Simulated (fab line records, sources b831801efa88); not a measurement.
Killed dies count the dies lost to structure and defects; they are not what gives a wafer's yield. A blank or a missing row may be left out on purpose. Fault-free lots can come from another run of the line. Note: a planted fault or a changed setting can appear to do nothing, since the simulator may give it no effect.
fab line records | flow sky130
record lots=6 | wafers=18 | last_day=50
route steps=708 shown VT_ADJUST_LVTN@109 VT_ADJUST_NCORE@119 PAD_OPEN@708
lots that met no fault: taken from a fault-free run of the same line
start_h: hours from the record's first day to the start of the lot's first wafer shown | wait_h: hours elapsed since this lot's preceding step | " unchanged from the row above | L1.1+2: a row that stands for several wafers | - no value, or no start was given | * or withheld: withheld | < > ~ a bound
route shown NAME@n: NAME is a module with steps in the file, n the number in the route of the first one | usual: the fault-free wafers' mean and standard deviation | same: alike in all rows | chamber/n: place in a boat | sites: readings site by site | _std_site: the standard deviation of these | _edge_site: outer sites' mean less inner sites' | radius_mm: for every site, how far away it sits from the centre of the wafer | mask NAME#n: copy n | behind: the most recent tool/chamber to have shaped the wafer | hold: reason for holding the lot/hours on hold/outcome of the hold | device: names the non-switching transistor (n, p or np) | end of line: the route-end tests of the same wafers | a step given without rows: its recipe and nothing more | killed: the dies lost at the first sort to structure and to defects; this is not the yield of the wafer | map: shows each die of a wafer: x if killed, . if not, _ if none is there
set.NAME: the setting that was run; set.NAME@STEP: the one run at that earlier step | model.NAME: the simulator's own value behind a step, which no gauge read
lots at some steps of the route; a table a step, a row a wafer
services: when a tool's chamber went out of use (start_h, in hours from the record's first day, below 0 if earlier), for how many hours, and the reason
## steps
# step SKY_VT_ADJUST_LVTN_HMDS_12
# recipe prime_time_s=61.34 | prime_temp_c=120
# step SKY_VT_ADJUST_LVTN_COAT_13
# recipe resist=NOVOLAK | spin_rpm=3000 | resist_thk_nm=1140
# step SKY_VT_ADJUST_LVTN_SOFTBAKE_14
# recipe temp_c=90 | time_s=60 | resist=NOVOLAK
# step SKY_VT_ADJUST_LVTN_EXPOSE_15
# recipe mask_id=HVN_STD_DERIVED | na=0.6 | source_shape=conventional | sigma_outer=0.6 | polarization=unpolarized | target_cd_nm=600 | dose_mj=163
# step SKY_VT_ADJUST_LVTN_PEB_16
# recipe temp_c=withheld | time_s=* | resist=NOVOLAK
# step SKY_VT_ADJUST_LVTN_DEVELOP_17
# recipe resist=NOVOLAK | developer=TMAH | develop_time_s=60 | dev_temp_c=23
# step SKY_VT_ADJUST_LVTN_OVL_MEAS_18
# usual VT_ADJUST_LVTN_01_OVL=-0.1/1.3
lot.wafer | tool       | chamber | start_h | wait_h | VT_ADJUST_LVTN_01_OVL[nm]
L867.3    | overlay-02 | -       | 177.92  | 0.1    | -3.1
L867.4    | "          | -       | "       | "      | -2.1
L867.5    | "          | -       | "       | "      | -2.7
L869.1    | overlay-02 | -       | 195.62  | 0.1    | 0.0
L869.2    | "          | -       | "       | "      | -1.0
L869.6    | "          | -       | "       | "      | -1.8
L878.1    | overlay-02 | -       | 253.12  | 0.1    | -0.2
L878.2    | "          | -       | "       | "      | -0.3
L878.4    | "          | -       | "       | "      | -1.2
L883.4    | overlay-01 | -       | 288.64  | 0.1    | -2.4
L883.5    | "          | -       | "       | "      | -1.3
L883.6    | "          | -       | "       | "      | -0.6
L884.3    | overlay-02 | -       | 293.72  | 0.1    | 0.1
L884.5    | "          | -       | "       | "      | 0.0
L884.6    | "          | -       | "       | "      | 0.2
L886.2    | overlay-01 | -       | 306.66  | 0.1    | 3.3
L886.3    | "          | -       | "       | "      | -0.3
L886.5    | "          | -       | "       | "      | 1.1
# step SKY_VT_ADJUST_LVTN_IMPLANT_19
# recipe species=B | energy_kev=30 | dose_cm2=6.5e+11 | tilt_deg=withheld
# step SKY_VT_ADJUST_LVTN_STRIP_20
# recipe chemistry=O2/N2 | power_w=1400 | pressure_mtorr=1500 | platen_temp_c=withheld | o2_flow_sccm=3000 | n2_flow_sccm=300 | overash_fraction=0.5
# usual drypump_motor_current_A=6.1/0.48 | oes_product_au=0.716/0.0041 | strip_time_to_endpoint_s=14.18/0.043
lot.wafer | tool            | chamber | start_h | wait_h | drypump_motor_current_A | oes_product_au | rf_hours_counter_h | strip_time_to_endpoint_s
L867.3    | plasma_asher-03 | 0       | 178.13  | 0.1    | 6.4                     | 0.716          | -                  | 14.21
L867.4    | "               | 1       | "       | "      | 5.3                     | 0.706          | -                  | 14.14
L867.5    | "               | 0       | "       | "      | 6.4                     | 0.719          | -                  | 14.19
L869.1    | plasma_asher-01 | 0       | 195.84  | 0.1    | 5.8                     | 0.711          | 55                 | 14.25
L869.2    | "               | 1       | "       | "      | 6.0                     | 0.715          | 55                 | 14.20
L869.6    | "               | 1       | "       | "      | 5.9                     | 0.717          | -                  | 14.22
L878.1    | plasma_asher-03 | 1       | 253.31  | 0.1    | 5.3                     | 0.719          | 44                 | 14.13
L878.2    | "               | 0       | "       | "      | 6.4                     | 0.721          | 44                 | 14.16
L878.4    | "               | 1       | "       | "      | 5.3                     | 0.707          | -                  | 14.15
L883.4    | plasma_asher-04 | 1       | 288.84  | 0.1    | 6.5                     | 0.717          | -                  | 14.18
L883.5    | "               | 0       | "       | "      | 6.4                     | 0.710          | -                  | 14.17
L883.6    | "               | 1       | "       | "      | 6.5                     | 0.717          | -                  | 14.22
L884.3    | plasma_asher-04 | 1       | 293.98  | 0.2    | 6.5                     | 0.717          | -                  | 14.17
L884.5    | "               | 0       | "       | "      | 6.4                     | 0.716          | -                  | 14.19
L884.6    | "               | 1       | "       | "      | 6.5                     | 0.711          | -                  | 14.19
L886.2    | plasma_asher-01 | 1       | 306.84  | 0.1    | 5.9                     | 0.717          | 66                 | 14.20
L886.3    | "               | 1       | "       | "      | 5.9                     | 0.717          | -                  | 14.22
L886.5    | "               | 1       | "       | "      | 5.9                     | 0.716          | -                  | 14.24
# step SKY_VT_ADJUST_LVTN_TW_MEAS_21
# usual VT_ADJUST_LVTN_2_TW=187.6/2.4
lot.wafer | tool          | chamber | start_h | wait_h | VT_ADJUST_LVTN_2_TW
L867.3    | film_metro-04 | -       | 178.21  | 0.1    | 185.0
L867.4    | "             | -       | "       | "      | 184.4
L867.5    | "             | -       | "       | "      | 185.3
L869.1    | film_metro-02 | -       | 195.94  | 0.1    | 189.5
L869.2    | "             | -       | "       | "      | 188.3
L869.6    | "             | -       | "       | "      | 188.1
L878.1    | film_metro-04 | -       | 253.41  | 0.1    | 184.9
L878.2    | "             | -       | "       | "      | 185.4
L878.4    | "             | -       | "       | "      | 184.3
L883.4    | film_metro-04 | -       | 288.94  | 0.1    | 184.0
L883.5    | "             | -       | "       | "      | 184.6
L883.6    | "             | -       | "       | "      | 184.0
L884.3    | film_metro-02 | -       | 294.07  | 0.1    | 187.2
L884.5    | "             | -       | "       | "      | 187.4
L884.6    | "             | -       | "       | "      | 187.9
L886.2    | film_metro-04 | -       | 306.95  | 0.1    | 184.5
L886.3    | "             | -       | "       | "      | 185.0
L886.5    | "             | -       | "       | "      | 184.3
# step SKY_VT_ADJUST_NCORE_DEHYDRATE_00
# recipe temp_c=200 | time_s=60
# step SKY_VT_ADJUST_NCORE_HMDS_01
# recipe prime_time_s=60 | prime_temp_c=120
# step SKY_VT_ADJUST_NCORE_COAT_02
# recipe resist=NOVOLAK | spin_rpm=3000 | resist_thk_nm=1140
lot.wafer | tool           | chamber | start_h | wait_h | model.NOVOLAK_of_VT_ADJUST_NCORE_COAT_02.thk_nm
L867.3+5  | litho_track-01 | 0       | 187.94  | 0.1    | 1139
L867.4    | "              | 0       | "       | "      | 1137
L869.1    | litho_track-03 | 0       | 206.17  | 0.1    | 1135
L869.2    | "              | 0       | "       | "      | 1140
L869.6    | "              | 0       | "       | "      | 1138
L878.1+2  | litho_track-01 | 0       | 265.69  | 0.1    | 1174
L878.4    | "              | 0       | "       | "      | 1178
L883.4+5  | litho_track-01 | 0       | 301.56  | 0.1    | 1174
L883.6    | "              | 0       | "       | "      | 1176
L884.3+6  | litho_track-03 | 0       | 305.92  | 0.1    | 1143
L884.5    | "              | 0       | "       | "      | 1144
L886.2+5  | litho_track-04 | 0       | 319.48  | 0.1    | 1137
L886.3    | "              | 0       | "       | "      | 1141
# step SKY_VT_ADJUST_NCORE_SOFTBAKE_03
# recipe temp_c=90 | time_s=60 | resist=NOVOLAK
# step SKY_VT_ADJUST_NCORE_EXPOSE_04
# recipe mask_id=LVTN_COMPLEMENT_THIN | na=0.6 | source_shape=conventional | sigma_outer=0.6 | polarization=unpolarized | target_cd_nm=380 | dose_mj=139
# step SKY_VT_ADJUST_NCORE_PEB_05
# recipe temp_c=withheld | time_s=* | resist=NOVOLAK
# step SKY_VT_ADJUST_NCORE_DEVELOP_06
# recipe resist=NOVOLAK | developer=TMAH | develop_time_s=60 | dev_temp_c=23
lot.wafer | tool           | chamber | start_h | wait_h | model.NOVOLAK_of_VT_ADJUST_NCORE_COAT_02.thk_nm
L867.3    | litho_track-01 | 0       | 198.64  | 0.1    | 1139
L867.4    | "              | 0       | "       | "      | 1137
L867.5    | "              | 0       | "       | "      | 1138
L869.1    | litho_track-01 | 0       | 217.44  | 0.1    | 1135
L869.2    | "              | 0       | "       | "      | 1139
L869.6    | "              | 0       | "       | "      | 1138
L878.1+2  | litho_track-04 | 0       | 277.55  | 0.1    | 1174
L878.4    | "              | 0       | "       | "      | 1177
L883.4    | litho_track-01 | 0       | 314.11  | 0.1    | 1173
L883.5    | "              | 0       | "       | "      | 1174
L883.6    | "              | 0       | "       | "      | 1176
L884.3    | litho_track-03 | 0       | 318.87  | 0.1    | 1142
L884.5+6  | "              | 0       | "       | "      | 1143
L886.2    | litho_track-04 | 0       | 332.58  | 0.1    | 1137
L886.3    | "              | 0       | "       | "      | 1140
L886.5    | "              | 0       | "       | "      | 1136
# step SKY_VT_ADJUST_NCORE_CD_MEAS_07
# recipe target_cd_nm=380
# usual cd_nm=380.4/2.4
lot.wafer | tool      | chamber | start_h | wait_h | cd_nm
L867.3    | cd_sem-02 | -       | 198.78  | 0.1    | 377.7
L867.4    | "         | -       | "       | "      | 377.8
L867.5    | "         | -       | "       | "      | 375.1
L869.1    | cd_sem-02 | -       | 217.59  | 0.1    | 381.5
L869.2    | "         | -       | "       | "      | 381.8
L869.6    | "         | -       | "       | "      | 383.1
L878.1    | cd_sem-02 | -       | 277.70  | 0.1    | 378.3
L878.2    | "         | -       | "       | "      | 377.0
L878.4    | "         | -       | "       | "      | 379.8
L883.4    | cd_sem-02 | -       | 314.25  | 0.1    | 383.0
L883.5    | "         | -       | "       | "      | 380.1
L883.6    | "         | -       | "       | "      | 381.5
L884.3    | cd_sem-01 | -       | 319.01  | 0.1    | 381.2
L884.5    | "         | -       | "       | "      | 376.8
L884.6    | "         | -       | "       | "      | 380.0
L886.2    | cd_sem-02 | -       | 332.72  | 0.1    | 384.6
L886.3    | "         | -       | "       | "      | 382.3
L886.5    | "         | -       | "       | "      | 383.0
# step SKY_VT_ADJUST_NCORE_OVL_MEAS_08
# usual VT_ADJUST_NCORE_OVL=-0.6/1.4
lot.wafer | tool       | chamber | start_h | wait_h | VT_ADJUST_NCORE_OVL[nm]
L867.3    | overlay-02 | -       | 198.87  | 0.1    | -0.1
L867.4    | "          | -       | "       | "      | -0.1
L867.5    | "          | -       | "       | "      | 0.4
L869.1    | overlay-01 | -       | 217.71  | 0.1    | -0.1
L869.2    | "          | -       | "       | "      | 0.9
L869.6    | "          | -       | "       | "      | 0.7
L878.1    | overlay-01 | -       | 277.82  | 0.1    | -0.4
L878.2    | "          | -       | "       | "      | 0.2
L878.4    | "          | -       | "       | "      | -0.6
L883.4    | overlay-02 | -       | 314.33  | 0.1    | 0.3
L883.5    | "          | -       | "       | "      | 0.4
L883.6    | "          | -       | "       | "      | -0.7
L884.3    | overlay-01 | -       | 319.10  | 0.1    | -2.9
L884.5    | "          | -       | "       | "      | -2.2
L884.6    | "          | -       | "       | "      | -0.8
L886.2    | overlay-01 | -       | 332.83  | 0.1    | 1.8
L886.3    | "          | -       | "       | "      | 0.3
L886.5    | "          | -       | "       | "      | 1.6
# step SKY_VT_ADJUST_NCORE_IMPLANT_09
# recipe species=B | energy_kev=10 | dose_cm2=2.4e+12 | tilt_deg=withheld
# step SKY_VT_ADJUST_NCORE_STRIP_10
# recipe chemistry=O2/N2 | power_w=1400 | pressure_mtorr=1500 | platen_temp_c=withheld | o2_flow_sccm=3000 | n2_flow_sccm=300 | overash_fraction=0.5
# usual drypump_motor_current_A=6.1/0.48 | oes_product_au=0.715/0.0045 | strip_time_to_endpoint_s=14.18/0.032
lot.wafer | tool            | chamber | start_h | wait_h | drypump_motor_current_A | oes_product_au | rf_hours_counter_h | strip_time_to_endpoint_s
L867.3    | plasma_asher-03 | 0       | 199.08  | 0.1    | 6.4                     | 0.717          | -                  | 14.17
L867.4    | "               | 1       | "       | "      | 5.3                     | 0.719          | -                  | 14.14
L867.5    | "               | 1       | "       | "      | 5.3                     | 0.706          | -                  | 14.16
L869.1    | plasma_asher-03 | 1       | 217.90  | 0.1    | 5.3                     | 0.718          | 40                 | 14.12
L869.2    | "               | 0       | "       | "      | 6.4                     | 0.722          | 40                 | 14.17
L869.6    | "               | 0       | "       | "      | 6.4                     | 0.721          | -                  | 14.17
L878.1    | plasma_asher-04 | 0       | 278.01  | 0.1    | 6.4                     | 0.709          | 60                 | 14.52
L878.2    | "               | 1       | "       | "      | 6.5                     | 0.711          | 60                 | 14.57
L878.4    | "               | 1       | "       | "      | 6.5                     | 0.717          | -                  | 14.58
L883.4    | plasma_asher-04 | 1       | 314.53  | 0.1    | 6.5                     | 0.715          | -                  | 14.53
L883.5    | "               | 0       | "       | "      | 6.5                     | 0.715          | -                  | 14.54
L883.6    | "               | 1       | "       | "      | 6.5                     | 0.715          | -                  | 14.57
L884.3    | plasma_asher-04 | 0       | 319.31  | 0.1    | 6.5                     | 0.718          | -                  | 14.20
L884.5    | "               | 1       | "       | "      | 6.5                     | 0.708          | -                  | 14.23
L884.6    | "               | 0       | "       | "      | 6.4                     | 0.723          | -                  | 14.21
L886.2    | plasma_asher-02 | 0       | 333.01  | 0.1    | 5.4                     | 0.705          | 21                 | 14.15
L886.3    | "               | 0       | "       | "      | 5.4                     | 0.713          | -                  | 14.18
L886.5    | "               | 0       | "       | "      | 5.4                     | 0.716          | -                  | 14.13
# step SKY_VT_ADJUST_NCORE_TW_MEAS_11
# usual VT_ADJUST_NCORE_TW=220.4/1.4
lot.wafer | tool          | chamber | start_h | wait_h | VT_ADJUST_NCORE_TW
L867.3    | film_metro-01 | -       | 199.17  | 0.1    | 219.3
L867.4    | "             | -       | "       | "      | 219.5
L867.5    | "             | -       | "       | "      | 220.7
L869.1    | film_metro-03 | -       | 218.00  | 0.1    | 220.8
L869.2    | "             | -       | "       | "      | 221.6
L869.6    | "             | -       | "       | "      | 223.0
L878.1    | film_metro-03 | -       | 278.11  | 0.1    | 222.9
L878.2    | "             | -       | "       | "      | 222.1
L878.4    | "             | -       | "       | "      | 223.0
L883.4    | film_metro-02 | -       | 314.63  | 0.1    | 218.9
L883.5    | "             | -       | "       | "      | 219.2
L883.6    | "             | -       | "       | "      | 218.3
L884.3    | film_metro-03 | -       | 319.40  | 0.1    | 221.2
L884.5    | "             | -       | "       | "      | 221.8
L884.6    | "             | -       | "       | "      | 221.2
L886.2    | film_metro-02 | -       | 333.12  | 0.1    | 219.8
L886.3    | "             | -       | "       | "      | 219.9
L886.5    | "             | -       | "       | "      | 218.8
# step SKY_PAD_OPEN_PROBE_99
# usual killed_at_M0_to_M3=43/6.5 | killed_at_M4_up=3.2/1.8 | killed_at_contacts=24/5 | killed_at_front_end=15/4.1 | killed_at_other=0.3/0.54 | killed_dies=85/9.3 | killed_open=47/7.2 | killed_short=39/5.9
# same gross_dies=492 | killed_at_back_side=0
lot.wafer | tool      | chamber | start_h | wait_h | killed_at_M0_to_M3 | killed_at_M4_up | killed_at_contacts | killed_at_front_end | killed_at_other | killed_dies | killed_open | killed_short
L869.1    | prober-01 | -       | 1104.18 | 0.1    | 47                 | 3               | 26                 | 13                  | 0               | 89          | 52          | 37
L869.2    | prober-01 | -       | 1104.23 | 0.1    | 35                 | 4               | 18                 | 11                  | 0               | 68          | 40          | 28
L869.6    | prober-01 | -       | 1104.43 | 0.2    | 43                 | 6               | 21                 | 19                  | 0               | 89          | 39          | 50
L878.1    | prober-01 | -       | 1159.11 | 0.1    | 53                 | 2               | 23                 | 15                  | 0               | 93          | 52          | 41
L878.2    | prober-01 | -       | 1159.16 | 0.1    | 48                 | 4               | 29                 | 14                  | 0               | 95          | 55          | 40
L878.4    | prober-01 | -       | 1159.26 | 0.2    | 34                 | 5               | 38                 | 17                  | 0               | 94          | 60          | 34
# killed by level:class
L869.1 VIA1:geometric_particle:open=14 CONTACT:geometric_particle:open=10 VIA3:geometric_particle:open=8 VIA1:geometric_particle:short=7 LI_CONTACT:geometric_particle:open=5 POLY_GATE:geometric_particle:open=4 POLY_GATE:geometric_particle:short=4 LOCAL_INTERCONNECT:geometric_particle:short=4
L869.2 VIA1:geometric_particle:open=9 LI_CONTACT:geometric_particle:open=6 CONTACT:geometric_particle:open=6 VIA2:geometric_particle:open=4 CONTACT:geometric_particle:short=4 FIELD_ISO:geometric_particle:open=3 POLY_GATE:geometric_particle:short=3 METAL1:geometric_particle:open=3
L869.6 VIA1:geometric_particle:open=9 VIA3:geometric_particle:open=7 LOCAL_INTERCONNECT:geometric_particle:short=7 POLY_GATE:geometric_particle:short=6 FIELD_ISO:geometric_particle:short=5 CONTACT:geometric_particle:open=5 CONTACT:geometric_particle:short=5 VIA1:geometric_particle:short=5
L878.1 VIA1:geometric_particle:open=21 CONTACT:geometric_particle:open=8 LI_CONTACT:geometric_particle:open=8 FIELD_ISO:geometric_particle:short=6 VIA1:geometric_particle:short=6 VIA2:geometric_particle:short=6 VIA2:geometric_particle:open=5 FIELD_ISO:geometric_particle:open=4
L878.2 VIA2:geometric_particle:open=15 LI_CONTACT:geometric_particle:open=10 CONTACT:geometric_particle:open=9 VIA1:geometric_particle:open=7 METAL2:geometric_particle:short=7 FIELD_ISO:geometric_particle:short=5 VIA3:geometric_particle:open=5 LOCAL_INTERCONNECT:geometric_particle:short=4
L878.4 CONTACT:geometric_particle:open=18 VIA1:geometric_particle:open=9 LI_CONTACT:geometric_particle:open=8 VIA2:geometric_particle:open=8 FIELD_ISO:geometric_particle:open=6 LOCAL_INTERCONNECT:geometric_particle:short=6 POLY_GATE:geometric_particle:open=5 METAL4:geometric_particle:short=4
## services
tool            | chamber | start_h | hours | kind
plasma_asher-03 | -       | 183.05  | 13.6  | repair
litho_track-04  | -       | 208.37  | -     | consumable_replace:filter
plasma_asher-04 | -       | 217.80  | 2.8   | pm
plasma_asher-02 | -       | 239.26  | 2.6   | repair
plasma_asher-03 | -       | 272.28  | 7.9   | repair
plasma_asher-01 | -       | 307.09  | 7.8   | repair
plasma_asher-03 | -       | 317.45  | 8.4   | repair
plasma_asher-02 | -       | 328.44  | 4.4   | repair
## key
first_sign step=SKY_VT_ADJUST_NCORE_STRIP_10 | reading=strip_time_to_endpoint_s | direction=up | sigmas=12 | usual=* | struck=* | through=*
effect none on later readings
model_effect step=SKY_VT_ADJUST_NCORE_COAT_02 | value=NOVOLAK_of_VT_ADJUST_NCORE_COAT_02.thk_nm | without=1141 | struck=1175
model_effect step=SKY_VT_ADJUST_NCORE_DEVELOP_06 | value=NOVOLAK_of_VT_ADJUST_NCORE_COAT_02.thk_nm | without=1140 | struck=1175
met_at SKY_VT_ADJUST_NCORE_COAT_02
struck_wafers L878.1,L878.2,L878.4,L883.4,L883.5,L883.6
tester_left_out L878,L883
loop_trim step=SKY_VT_ADJUST_NCORE_EXPOSE_04 | setting=dose | lots=L883
onset_between 187.94 265.69
fault kind=process_parameter_drift | tool=litho_track-01 | chamber=- | onset_h=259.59 | steps=SKY_VT_ADJUST_NCORE_COAT_02 | channel=resist_thk_nm | offset=34.34 | shape=step | end_h=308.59 | acts_in=these_recipes_only | stated=1140
# tester_left_out: of these lots the tester's yield and bins aren't shown, on N5 and GAA mostly nor the transistor test; their killed dies are dies lost to structure and defects alone, not to doping, threshold or leakage, so they don't give the yield
# loop_trim: a control loop set the setting to another value than it would have without faults
